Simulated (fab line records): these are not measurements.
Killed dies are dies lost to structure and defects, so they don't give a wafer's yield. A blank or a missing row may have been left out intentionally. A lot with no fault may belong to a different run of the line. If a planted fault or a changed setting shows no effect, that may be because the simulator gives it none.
2 desks, one fault    flow sky130    numbers are kept per desk, each desk with only its own; the story behind them comes last

## THE TOOL OWNER'S DESK: furnace-01
The tool's own readings at SKY_GATE_OXIDE_OXIDATION_01 (stabilise 600 s, purge 300 s, target thk 10.268 nm): means of the sampled wafers that have a number, for each lot that ran on this tool. Any lot whose mean is over 4 standard deviations away from the usual mean is out of limits and marked OUT; that distance is given in the brackets.
Columns: A = ox_temp_c at SKY_GATE_OXIDE_OXIDATION_01, usual 900.0 C; B = spike_tc_centre_C at SKY_GATE_OXIDE_OXIDATION_01, usual 900.9 C
lot   first seen here  A      B
L808  day 12 22:50     900.3  902.5
L816  day 15 20:38     900.4  900.9
L817  day 15 20:38     899.7  902.5
L826  day 19 00:47     900.3  901.6
L828  day 19 21:23     900.1  902.2
L829  day 20 04:01     900.3  902.0
Result from this desk: across the 6 lots, nothing is out of limits.

## THE METROLOGY DESK
Means of the sampled wafers that have a number, per lot and without regard to the tool the lot ran on: this is what the gauges read. Any lot whose mean is over 4 standard deviations away from the usual mean is out of limits and marked OUT; that distance is given in the brackets.
Columns: A = SONOS_ONO_OVL at SKY_SONOS_ONO_OVL_MEAS_14, usual 0.3 nm; B = GATE_OXIDE_OXIDATION_00_THK at SKY_GATE_OXIDE_THK_MEAS_02, usual 10.22 nm; C = POLY_GATE_OVL at SKY_POLY_GATE_OVL_MEAS_14, usual 2 nm; D = SD_N_OVL at SKY_SD_N_OVL_MEAS_08, usual 0.5 nm
lot   first seen here  A     B                C   D
L807  day 12 14:49     0.7   10.14            7   0.2
L808  day 12 22:29     1.8   9.98             11  -0.8
L812  day 14 05:35     -1.1  10.20            1   1.2
L813  day 15 01:04     0.9   10.30            -2  -0.6
L816  day 15 19:08     2.0   8.83 (-7.3) OUT  0   2.1
L817  day 15 19:47     1.9   8.91 (-6.9) OUT  -1  2.2
L821  day 17 04:38     -0.2  10.38            3   -1.3
L822  day 17 19:52     0.8   10.02            -5  2.0
L825  day 18 20:40     2.5   10.47            3   0.9
L826  day 18 23:16     1.1   10.28            7   1.5
L827  day 19 12:16     0.5   10.45            1   0.2
L828  day 19 20:02     -1.0  10.25            5   0.4
L829  day 20 03:40     -0.7  10.44            7   0.4
This desk reports L816, L817 out of limits; the earliest was L817 at day 15 22:04 (GATE_OXIDE_OXIDATION_00_THK at SKY_GATE_OXIDE_THK_MEAS_02). L807, L808, L812, L813, L821, L822, L825, L826, L827, L828, L829: within limits.

## BROUGHT TOGETHER
Metrology desk: alarm possible at day 15 22:04 on L816, L817.
The tool owner's desk saw nothing out of limits.
The tool owner's desk has L816, L817 on record, within its limits.
Every lot named ran SKY_GATE_OXIDE_OXIDATION_01 on furnace-01.

## WHAT WAS PUT IN BY THE SIMULATOR
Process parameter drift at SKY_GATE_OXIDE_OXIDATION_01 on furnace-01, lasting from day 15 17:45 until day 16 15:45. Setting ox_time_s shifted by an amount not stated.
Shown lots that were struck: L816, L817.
Per desk, hours elapsed from the start of the fault to the first reading out of limits: for the metrology desk, 4.
